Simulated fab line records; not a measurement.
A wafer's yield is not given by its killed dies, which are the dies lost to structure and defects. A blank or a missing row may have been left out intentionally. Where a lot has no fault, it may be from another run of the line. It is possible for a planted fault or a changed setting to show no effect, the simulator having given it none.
fab line records	flow gf180mcu
record lots=14	wafers=42	last-day=34
route steps=602 shown NWELL@137 DUAL_GATE@152 POLY_GATE@169
lots with no fault: from the same line, run without faults
start-h: hours from the record's opening day to when the first of the lot's shown wafers began	wait-h: time in hours since the lot's previous step	" the same as in the row above	L1.1+2: one row covering several wafers at once	- either no value or no given start	* or withheld: withheld	< > ~ a bound
route shown NAME@n: NAME is a module with steps in the file, n the number in the route of the first one	usual: mean/standard deviation taken from wafers without a fault	same: alike in all rows	chamber/n: place in a boat	sites: per-site readings	_std_site: how widely they spread, as a standard deviation	_edge_site: mean of outer sites minus mean of inner sites	radius-mm: how far each site lies from the wafer's centre	mask NAME#n: copy n	behind: tool/chamber where the wafer was last shaped	hold: why the lot went on hold/how many hours it stayed there/how the hold came to an end	device: whichever transistor did not switch (one of n, p or np)	end of line: tests run on the same wafers once the route is complete	a step without rows: its recipe alone	killed: dies that structure and defects cost at the first sort, which is not the same as the wafer's yield	map: a wafer's dies, marking killed ones x, the rest . and places with no die _
set.NAME: setting as actually run; set.NAME@STEP: the setting as run at that earlier step	model.NAME: the simulator's own value behind a step, which no gauge read
a sample of lots followed through the steps of the route, with each step as a table and each wafer as a row
services: the hour from which a tool's chamber was out of use, counted from the record's first day as start-h (under 0 if before that day), plus the number of hours and why
## steps
# step GF_VT_IMPLANT_RS_MEAS_47
# recipe thk-meas-gauge=four-point-probe
# usual NWELL_RS=488.1/1.2
lot.wafer	tool	chamber	start-h	wait-h	NWELL_RS[ohm/sq]
L900.1	film-metro-04	-	158.58	0.1	486.8
L900.2	"	-	"	"	488.7
L900.4	"	-	"	"	489.0
L901.1	film-metro-04	-	163.83	0.1	487.5
L901.4	"	-	"	"	486.8
L901.6	"	-	"	"	487.6
L902.1	film-metro-03	-	168.18	0.1	486.2
L902.2	"	-	"	"	486.8
L902.4	"	-	"	"	487.2
L904.2	film-metro-04	-	180.70	0.1	487.7
L904.4	"	-	"	"	488.2
L904.5	"	-	"	"	485.9
L908.1	film-metro-03	-	211.83	0.1	487.9
L908.5	"	-	"	"	487.9
L908.6	"	-	"	"	489.1
L909.4	film-metro-04	-	221.88	0.1	489.4
L909.5	"	-	"	"	487.2
L909.6	"	-	"	"	490.1
L911.2	film-metro-03	-	236.63	0.1	487.0
L911.3	"	-	"	"	488.6
L911.4	"	-	"	"	488.1
L915.1	film-metro-04	-	260.04	0.1	489.4
L915.2	"	-	"	"	488.1
L915.4	"	-	"	"	489.5
L916.4	film-metro-04	-	274.28	0.1	489.5
L916.5	"	-	"	"	491.0
L916.6	"	-	"	"	491.6
L918.1	film-metro-04	-	278.42	0.1	487.7
L918.2	"	-	"	"	488.2
L918.3	"	-	"	"	487.1
L919.1	film-metro-03	-	284.63	0.1	487.3
L919.2	"	-	"	"	489.3
L919.4	"	-	"	"	487.3
L920.1	film-metro-04	-	292.36	0.1	487.6
L920.4	"	-	"	"	489.0
L920.5	"	-	"	"	487.9
L921.1	film-metro-01	-	300.48	0.1	486.6
L921.2	"	-	"	"	487.2
L921.6	"	-	"	"	487.6
L922.2	film-metro-03	-	307.99	0.1	485.9
L922.3	"	-	"	"	486.9
L922.4	"	-	"	"	487.2
# step GF_DUAL_GATE_OVL_MEAS_11
# usual DUAL_GATE_OVL=0.1/1.4
lot.wafer	tool	chamber	start-h	wait-h	DUAL_GATE_OVL[nm]
L900.1	overlay-01	-	176.31	0.1	-0.6
L900.2	"	-	"	"	1.9
L900.4	"	-	"	"	0.8
L901.1	overlay-01	-	183.30	0.1	1.5
L901.4	"	-	"	"	2.0
L901.6	"	-	"	"	0.3
L902.1	overlay-02	-	186.40	0.1	-0.6
L902.2	"	-	"	"	0.6
L902.4	"	-	"	"	-1.3
L904.2	overlay-01	-	200.01	0.1	1.6
L904.4	"	-	"	"	2.5
L904.5	"	-	"	"	0.6
L908.1	overlay-01	-	230.80	0.1	1.6
L908.5	"	-	"	"	1.4
L908.6	"	-	"	"	-1.7
L909.4	overlay-01	-	243.52	0.1	2.0
L909.5	"	-	"	"	1.3
L909.6	"	-	"	"	1.8
L911.2	overlay-02	-	257.11	0.1	1.1
L911.3	"	-	"	"	-1.2
L911.4	"	-	"	"	-2.2
L915.1	overlay-02	-	282.55	0.1	1.8
L915.2	"	-	"	"	1.5
L915.4	"	-	"	"	0.8
L916.4	overlay-02	-	295.97	0.1	0.8
L916.5	"	-	"	"	0.5
L916.6	"	-	"	"	1.5
L918.1	overlay-02	-	300.00	0.1	-0.7
L918.2	"	-	"	"	-1.3
L918.3	"	-	"	"	1.4
L919.1	overlay-02	-	306.50	0.1	-2.0
L919.2	"	-	"	"	-1.4
L919.4	"	-	"	"	-1.4
L920.1	overlay-02	-	315.10	0.1	-0.5
L920.4	"	-	"	"	0.2
L920.5	"	-	"	"	-1.2
L921.1	overlay-02	-	324.75	0.1	-0.6
L921.2	"	-	"	"	1.4
L921.6	"	-	"	"	0.6
L922.2	overlay-01	-	331.27	0.1	-1.1
L922.3	"	-	"	"	0.9
L922.4	"	-	"	"	-0.3
# step GF_DUAL_GATE_STRIP_13
# recipe chemistry=O2/N2	power-w=1400	pressure-mtorr=1500	platen-temp-c=250	o2-flow-sccm=3000	n2-flow-sccm=300	overash-fraction=0.5
# usual drypump-motor-current-A=5.5/0.37	heater-power-w=309/45	oes-product-au=0.716/0.0044	strip-time-to-endpoint-s=12.62/0.033
lot.wafer	tool	chamber	start-h	wait-h	drypump-motor-current-A	heater-power-w	oes-product-au	rf-hours-counter-h	strip-time-to-endpoint-s
L900.1	plasma-asher-02	0	176.43	0.0	5.6	280	0.718	55	12.71
L900.2	"	1	"	"	5.0	265	0.715	55	12.68
L900.4	"	1	"	"	5.0	262	0.717	-	12.67
L901.1	plasma-asher-02	0	183.42	0.0	5.6	281	0.722	55	12.62
L901.4	"	1	"	"	4.9	258	0.714	-	12.59
L901.6	"	0	"	"	5.6	282	0.712	-	12.63
L902.1	plasma-asher-01	0	186.52	0.0	6.0	295	0.717	39	12.65
L902.2	"	1	"	"	5.3	378	0.714	39	12.65
L902.4	"	0	"	"	6.0	291	0.716	-	12.61
L904.2	plasma-asher-01	0	200.12	0.0	6.0	292	0.712	40	12.56
L904.4	"	1	"	"	5.3	376	0.713	-	12.61
L904.5	"	1	"	"	5.3	378	0.721	-	12.59
L908.1	plasma-asher-02	0	230.92	0.0	5.6	280	0.716	60	12.59
L908.5	"	1	"	"	4.9	252	0.716	-	12.58
L908.6	"	0	"	"	5.6	280	0.710	-	12.55
L909.4	plasma-asher-01	0	243.65	0.0	6.1	289	0.709	-	12.64
L909.5	"	1	"	"	5.3	371	0.721	-	12.64
L909.6	"	0	"	"	6.0	288	0.714	-	12.62
L911.2	plasma-asher-01	0	257.22	0.0	6.0	294	0.719	45	12.56
L911.3	"	1	"	"	5.3	376	0.723	-	12.64
L911.4	"	0	"	"	6.1	290	0.714	-	12.57
L915.1	plasma-asher-03	1	282.67	0.0	5.4	344	0.718	62	12.57
L915.2	"	0	"	"	5.4	347	0.723	62	12.61
L915.4	"	1	"	"	5.3	333	0.721	-	12.59
L916.4	plasma-asher-01	0	296.11	0.0	6.0	297	0.709	-	12.65
L916.5	"	1	"	"	5.3	373	0.716	-	12.62
L916.6	"	0	"	"	6.0	288	0.721	-	12.63
L918.1	plasma-asher-03	0	300.12	0.0	5.4	343	0.716	64	12.64
L918.2	"	1	"	"	5.4	333	0.712	64	12.66
L918.3	"	1	"	"	5.3	344	0.709	-	12.60
L919.1	plasma-asher-01	1	306.70	0.0	5.3	381	0.710	50	12.60
L919.2	"	0	"	"	6.0	298	0.718	50	12.59
L919.4	"	1	"	"	5.3	378	0.715	-	12.62
L920.1	plasma-asher-01	0	315.30	0.0	6.0	291	0.717	51	12.68
L920.4	"	0	"	"	6.0	286	0.717	-	12.66
L920.5	"	1	"	"	5.3	366	0.717	-	12.64
L921.1	plasma-asher-02	0	324.87	0.0	5.6	277	0.713	71	12.63
L921.2	"	1	"	"	5.0	248	0.715	71	12.63
L921.6	"	0	"	"	5.6	280	0.715	-	12.64
L922.2	plasma-asher-01	0	331.38	0.0	6.0	295	0.717	53	12.63
L922.3	"	0	"	"	6.1	293	0.725	-	12.64
L922.4	"	1	"	"	5.3	372	0.718	-	12.63
# step GF_POLY_GATE_ETCH_12
# recipe chemistry=N2/H2	target-depth-a=withheld	overetch-a=withheld	time-s=withheld	target=BARC	ion-energy-ev=200	source-w=481	bias-w=100	pressure-mtorr=30	n2-flow-sccm=100	h2-flow-sccm=200
# usual bias-w=100.0/0.31	chamber-pressure-mTorr=29.997/0.027	drypump-motor-current-A=5.7/0.44	oes-product-au=0.736/0.0044	throttle-valve-pct=13.214/0.0096
lot.wafer	tool	chamber	start-h	wait-h	bias-w	chamber-pressure-mTorr	drypump-motor-current-A	oes-product-au	throttle-valve-pct
L900.1	rie-diel-04	0	196.62	0.0	99.4	30.009	5.5	0.732	13.208
L900.2	"	2	"	"	99.8	29.990	5.8	0.740	13.217
L900.4	"	3	"	"	99.9	29.986	5.5	0.738	13.213
L901.1	rie-diel-01	0	203.32	0.0	100.3	29.997	5.8	0.738	13.212
L901.4	"	2	"	"	100.0	29.989	6.3	0.743	13.208
L901.6	"	3	"	"	99.9	30.012	6.4	0.730	13.227
L902.1	rie-diel-03	1	207.87	0.0	99.6	30.009	5.1	0.730	13.224
L902.2	"	3	"	"	100.4	30.010	5.4	0.732	13.209
L902.4	"	0	"	"	100.0	30.018	5.3	0.739	13.222
L904.2	rie-diel-03	0	222.05	0.0	99.8	29.975	5.2	0.738	13.221
L904.4	"	3	"	"	100.5	29.998	5.4	0.740	13.209
L904.5	"	3	"	"	100.0	30.000	5.4	0.740	13.210
L908.1	rie-diel-03	1	253.01	0.0	-	-	-	-	-
L908.5	"	2	"	"	-	-	-	-	-
L908.6	"	3	"	"	-	-	-	-	-
L909.4	rie-diel-03	2	266.51	0.0	-	-	-	-	-
L909.5	"	2	"	"	-	-	-	-	-
L909.6	"	1	"	"	-	-	-	-	-
L911.2	rie-diel-01	1	279.61	0.0	99.5	29.962	6.0	0.728	13.221
L911.3	"	3	"	"	99.8	30.022	6.4	0.735	13.203
L911.4	"	3	"	"	99.8	30.000	6.4	0.729	13.222
L915.1	rie-diel-03	2	307.61	0.0	100.2	30.028	5.3	0.742	13.193
L915.2	"	0	"	"	100.2	29.961	5.3	0.732	13.201
L915.4	"	2	"	"	100.0	30.014	5.3	0.738	13.216
L916.4	rie-diel-03	0	321.72	0.0	100.0	30.021	5.3	0.735	13.200
L916.5	"	0	"	"	99.4	29.976	5.2	0.735	13.203
L916.6	"	1	"	"	99.7	29.927	5.1	0.741	13.214
L918.1	rie-diel-01	0	325.72	0.0	100.1	29.971	5.8	0.736	13.212
L918.2	"	3	"	"	100.0	29.951	6.4	0.736	13.206
L918.3	"	2	"	"	99.9	29.998	6.4	0.734	13.198
L919.1	rie-diel-01	2	332.72	0.0	100.0	29.987	6.3	0.737	13.219
L919.2	"	0	"	"	99.8	29.996	5.8	0.739	13.220
L919.4	"	3	"	"	99.6	30.003	6.4	0.735	13.223
L920.1	rie-diel-03	2	341.62	0.0	99.8	29.986	5.3	0.736	13.220
L920.4	"	3	"	"	99.8	29.972	5.4	0.736	13.228
L920.5	"	3	"	"	99.7	29.948	5.4	0.736	13.212
L921.1	rie-diel-01	3	349.94	0.0	100.0	29.990	6.4	0.726	13.206
L921.2	"	2	"	"	99.6	29.981	6.3	0.733	13.221
L921.6	"	2	"	"	99.8	30.005	6.3	0.737	13.210
L922.2	rie-diel-04	1	356.55	0.0	100.1	29.951	5.6	0.742	13.223
L922.3	"	0	"	"	100.3	29.990	5.5	0.743	13.232
L922.4	"	3	"	"	99.8	29.991	5.5	0.733	13.219
# step GF_POLY_GATE_ETCH_13
# recipe target=poly-Si	target-depth-nm=198.5	stop-on=SiO2	over-etch-frac=0.403	chemistry=HBr/Cl2	icp-w=400	bias-w=100	pressure-mtorr=10	HBr_flow_sccm=150	Cl2_flow_sccm=50	time-s=69.6
# usual HBr_flow_sccm=150.0/0.39	bias-w=100.0/0.31	drypump-motor-current-A=5.9/0.54	oes-product-au=0.991/0.0086	throttle-valve-pct=33.686/0.009
lot.wafer	tool	chamber	start-h	wait-h	HBr_flow_sccm	bias-w	drypump-motor-current-A	oes-product-au	rf-hours-counter-h	throttle-valve-pct
L900.1	rie-si-02	0	196.67	-	149.6	99.8	5.5	0.993	70	33.695
L900.2	"	2	"	"	149.6	100.0	6.3	0.995	121	33.681
L900.4	"	1	"	"	150.0	99.9	6.6	0.983	10	33.686
L901.1	rie-si-02	2	203.37	-	149.5	100.6	6.3	0.977	121	33.692
L901.4	"	1	"	"	149.8	100.3	6.7	0.981	10	33.696
L901.6	"	2	"	"	150.0	100.0	6.3	0.987	-	33.670
L902.1	rie-si-02	2	207.92	-	150.0	99.6	6.3	0.982	121	33.668
L902.2	"	3	"	"	150.3	100.0	5.1	0.990	1	33.690
L902.4	"	1	"	"	149.7	100.1	6.7	0.987	10	33.691
L904.2	rie-si-01	2	222.10	-	150.4	100.3	6.0	0.995	11	33.678
L904.4	"	0	"	"	149.6	99.9	5.6	0.995	103	33.678
L904.5	"	0	"	"	149.6	100.4	5.6	1.002	-	33.686
L908.1	rie-si-01	1	253.06	-	150.4	99.9	5.3	0.268	79	33.677
L908.5	"	0	"	"	150.0	100.3	5.6	0.277	-	33.688
L908.6	"	3	"	"	150.1	100.6	6.0	0.272	-	33.676
L909.4	rie-si-02	2	266.59	-	149.9	100.1	6.3	0.268	-	33.692
L909.5	"	0	"	"	150.1	99.5	5.5	0.274	-	33.683
L909.6	"	3	"	"	149.9	99.8	5.1	0.272	-	33.677
L911.2	rie-si-01	1	279.66	-	150.7	99.8	5.2	0.998	79	33.687
L911.3	"	2	"	"	149.7	100.3	6.0	0.996	11	33.682
L911.4	"	0	"	"	150.0	100.0	5.6	0.996	104	33.674
L915.1	rie-si-02	2	307.66	-	150.1	100.3	6.3	1.002	1	33.698
L915.2	"	3	"	"	149.2	100.2	5.1	0.991	2	33.692
L915.4	"	1	"	"	149.7	100.5	6.7	0.987	11	33.686
L916.4	rie-si-01	1	321.79	-	150.2	99.8	5.3	0.992	-	33.691
L916.5	"	2	"	"	149.4	99.7	6.0	1.001	-	33.697
L916.6	"	3	"	"	149.6	99.8	6.1	1.002	-	33.693
L918.1	rie-si-01	1	325.77	-	150.1	99.8	5.2	0.985	80	33.687
L918.2	"	2	"	"	149.3	99.8	6.0	1.004	12	33.687
L918.3	"	3	"	"	150.5	100.3	6.1	1.003	84	33.691
L919.1	rie-si-01	2	332.77	-	149.9	99.7	6.0	1.006	12	33.687
L919.2	"	1	"	"	149.6	100.5	5.2	1.000	80	33.694
L919.4	"	3	"	"	149.8	99.7	6.0	0.998	-	33.689
L920.1	rie-si-02	3	341.67	-	149.9	99.3	5.0	0.975	2	33.673
L920.4	"	0	"	"	150.4	100.4	5.5	0.990	71	33.683
L920.5	"	3	"	"	149.9	99.6	5.1	0.973	-	33.682
L921.1	rie-si-02	2	349.99	-	150.1	100.4	6.3	0.988	1	33.688
L921.2	"	0	"	"	150.5	99.7	5.5	0.983	71	33.690
L921.6	"	0	"	"	150.1	100.0	5.5	0.990	-	33.713
L922.2	rie-si-01	3	356.60	-	150.6	99.4	6.0	0.993	84	33.680
L922.3	"	0	"	"	149.5	100.1	5.6	0.986	0	33.683
L922.4	"	1	"	"	150.2	99.6	5.3	0.992	80	33.682
# step GF_POLY_GATE_STRIP_14
# recipe chemistry=O2/N2	power-w=1400	pressure-mtorr=1500	platen-temp-c=250	o2-flow-sccm=3000	n2-flow-sccm=300	overash-fraction=0.5
# usual drypump-motor-current-A=5.6/0.31	heater-power-w=335/33	oes-product-au=0.506/0.0048
lot.wafer	tool	chamber	start-h	wait-h	drypump-motor-current-A	heater-power-w	oes-product-au	rf-hours-counter-h
L900.1	plasma-asher-01	0	196.72	0.0	6.0	293	0.502	40
L900.2	"	1	"	"	5.3	372	0.496	40
L900.4	"	0	"	"	6.0	289	0.504	-
L901.1	plasma-asher-01	0	203.42	0.0	6.0	296	0.496	40
L901.4	"	1	"	"	5.3	372	0.500	-
L901.6	"	0	"	"	6.0	292	0.505	-
L902.1	plasma-asher-01	0	207.97	0.0	6.0	289	0.508	41
L902.2	"	1	"	"	5.4	373	0.508	41
L902.4	"	0	"	"	6.0	290	0.505	-
L904.2	plasma-asher-04	1	222.15	0.0	5.9	370	0.500	10
L904.4	"	0	"	"	5.9	295	0.506	-
L904.5	"	1	"	"	5.8	363	0.509	-
L908.1	plasma-asher-03	1	253.11	0.0	5.3	336	0.526	60
L908.5	"	1	"	"	5.3	332	0.530	-
L908.6	"	0	"	"	5.3	348	0.526	-
L909.4	plasma-asher-03	0	266.65	0.0	5.3	346	0.532	-
L909.5	"	0	"	"	5.4	342	0.527	-
L909.6	"	1	"	"	5.4	337	0.532	-
L911.2	plasma-asher-03	0	279.71	0.0	5.3	345	0.500	62
L911.3	"	1	"	"	5.3	336	0.505	-
L911.4	"	0	"	"	5.4	355	0.504	-
L915.1	plasma-asher-03	1	307.71	0.0	5.4	340	0.498	65
L915.2	"	0	"	"	5.4	343	0.505	65
L915.4	"	0	"	"	5.4	351	0.503	-
L916.4	plasma-asher-01	1	321.86	0.0	5.4	380	0.514	-
L916.5	"	1	"	"	5.3	370	0.504	-
L916.6	"	0	"	"	6.0	292	0.517	-
L918.1	plasma-asher-01	1	325.82	0.0	5.3	367	0.506	52
L918.2	"	0	"	"	6.1	288	0.503	52
L918.3	"	1	"	"	5.3	379	0.504	-
L919.1	plasma-asher-01	1	332.82	0.0	5.4	366	0.504	53
L919.2	"	0	"	"	6.0	287	0.511	53
L919.4	"	1	"	"	5.3	374	0.510	-
L920.1	plasma-asher-03	0	341.72	0.0	5.3	349	0.502	69
L920.4	"	1	"	"	5.3	332	0.511	-
L920.5	"	0	"	"	5.3	341	0.504	-
L921.1	plasma-asher-04	1	350.04	0.0	5.9	368	0.500	21
L921.2	"	0	"	"	5.9	295	0.504	21
L921.6	"	0	"	"	5.9	296	0.505	-
L922.2	plasma-asher-03	1	356.65	0.0	5.3	344	0.503	71
L922.3	"	0	"	"	5.3	346	0.505	-
L922.4	"	1	"	"	5.4	341	0.503	-
# step GF_POLY_GATE_CD_MEAS_18
# usual cd-nm=279.8/2
lot.wafer	tool	chamber	start-h	wait-h	cd-nm
L900.1	cd-sem-02	-	199.50	0.1	281.8
L900.2	"	-	"	"	284.5
L900.4	"	-	"	"	280.6
L901.1	cd-sem-01	-	204.88	0.1	282.0
L901.4	"	-	"	"	281.7
L901.6	"	-	"	"	279.5
L902.1	cd-sem-01	-	209.43	0.1	280.2
L902.2	"	-	"	"	278.1
L902.4	"	-	"	"	276.3
L904.2	cd-sem-01	-	224.09	0.1	281.4
L904.4	"	-	"	"	281.4
L904.5	"	-	"	"	282.5
L908.1	cd-sem-01	-	254.57	0.1	-
L908.5	"	-	"	"	-
L908.6	"	-	"	"	-
L909.4	cd-sem-01	-	268.16	0.1	-
L909.5	"	-	"	"	-
L909.6	"	-	"	"	-
L911.2	cd-sem-02	-	281.74	0.1	279.7
L911.3	"	-	"	"	279.6
L911.4	"	-	"	"	280.6
L915.1	cd-sem-01	-	309.76	0.1	280.5
L915.2	"	-	"	"	279.4
L915.4	"	-	"	"	278.5
L916.4	cd-sem-02	-	324.14	0.1	275.7
L916.5	"	-	"	"	278.5
L916.6	"	-	"	"	275.8
L918.1	cd-sem-01	-	328.20	0.1	278.2
L918.2	"	-	"	"	278.8
L918.3	"	-	"	"	279.2
L919.1	cd-sem-02	-	337.81	0.1	280.1
L919.2	"	-	"	"	277.5
L919.4	"	-	"	"	276.3
L920.1	cd-sem-02	-	348.87	0.1	281.7
L920.4	"	-	"	"	282.2
L920.5	"	-	"	"	280.1
L921.1	cd-sem-02	-	357.03	0.1	280.0
L921.2	"	-	"	"	283.6
L921.6	"	-	"	"	284.1
L922.2	cd-sem-02	-	366.75	0.1	279.8
L922.3	"	-	"	"	279.6
L922.4	"	-	"	"	278.5
## services
tool	chamber	start-h	hours	kind
rie-si-02	2	152.98	2.4	repair
rie-si-01	-	169.50	0.3	repair
rie-diel-03	3	171.49	9.9	repair
rie-diel-04	2	188.22	6.1	repair
rie-si-02	2	211.98	-	clean
rie-si-02	2	211.98	18.7	scheduled-down
rie-si-02	2	211.98	18.7	vent-cycle
rie-diel-04	2	214.12	15.9	repair
plasma-asher-01	-	220.52	2.8	pm
rie-diel-03	0	228.97	11.9	repair
plasma-asher-04	-	236.69	1.8	repair
rie-diel-01	0	245.98	45.6	repair
rie-si-02	1	260.33	7.7	repair
plasma-asher-03	-	275.31	2.8	pm
plasma-asher-01	-	276.55	0.3	repair
rie-si-01	-	284.07	0.2	repair
rie-diel-03	0	285.49	2.6	repair
rie-diel-03	1	290.07	21.7	repair
rie-si-01	0	291.53	42.0	repair
plasma-asher-04	-	307.83	23.5	repair
rie-diel-04	0	309.95	8.4	repair
rie-si-02	1	315.65	1.3	repair
rie-si-01	0	333.55	-	clean
rie-diel-01	1	336.63	14.6	repair
## key
first-sign step=GF_POLY_GATE_ETCH_12	reading=tool-record	direction=missing
effect step=GF_POLY_GATE_ETCH_13	reading=oes-product-au	direction=down	sigmas=83	usual=0.991	struck=0.272
effect step=GF_POLY_GATE_STRIP_14	reading=oes-product-au	direction=up	sigmas=4.8	usual=0.506	struck=0.529
effect step=GF_POLY_GATE_CD_MEAS_18	reading=cd-nm	direction=missing
met-at GF_POLY_GATE_ETCH_12
struck-lots L908,L909
later-rows-left-out L908.1,L908.5,L908.6,L909.4,L909.5,L909.6
sort-left-out L908.1,L908.5,L908.6,L909.4,L909.5,L909.6
tester-left-out L908,L909
not-acting-at GF_VT_IMPLANT_RS_MEAS_47,GF_DUAL_GATE_OVL_MEAS_11,GF_DUAL_GATE_STRIP_13
onset-between 222.05 253.01
fault kind=skipped-step-whole	tool=rie-diel-03	chamber=-	onset-h=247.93	steps=GF_POLY_GATE_ETCH_12	scope=struck-lots-only
# tester-left-out: of these lots the tester's yield and bins aren't shown, on N5 and GAA mostly nor the transistor test; their killed dies are dies lost to structure and defects alone, not to doping, threshold or leakage, so they don't give the yield
# sort-left-out: the simulated sort isn't trusted on such a fault, so these wafers' sort isn't shown, and their yield isn't known
# later-rows-left-out: the simulator's readings of these wafers behind a module that went badly wrong aren't trusted and aren't shown, but for the sort
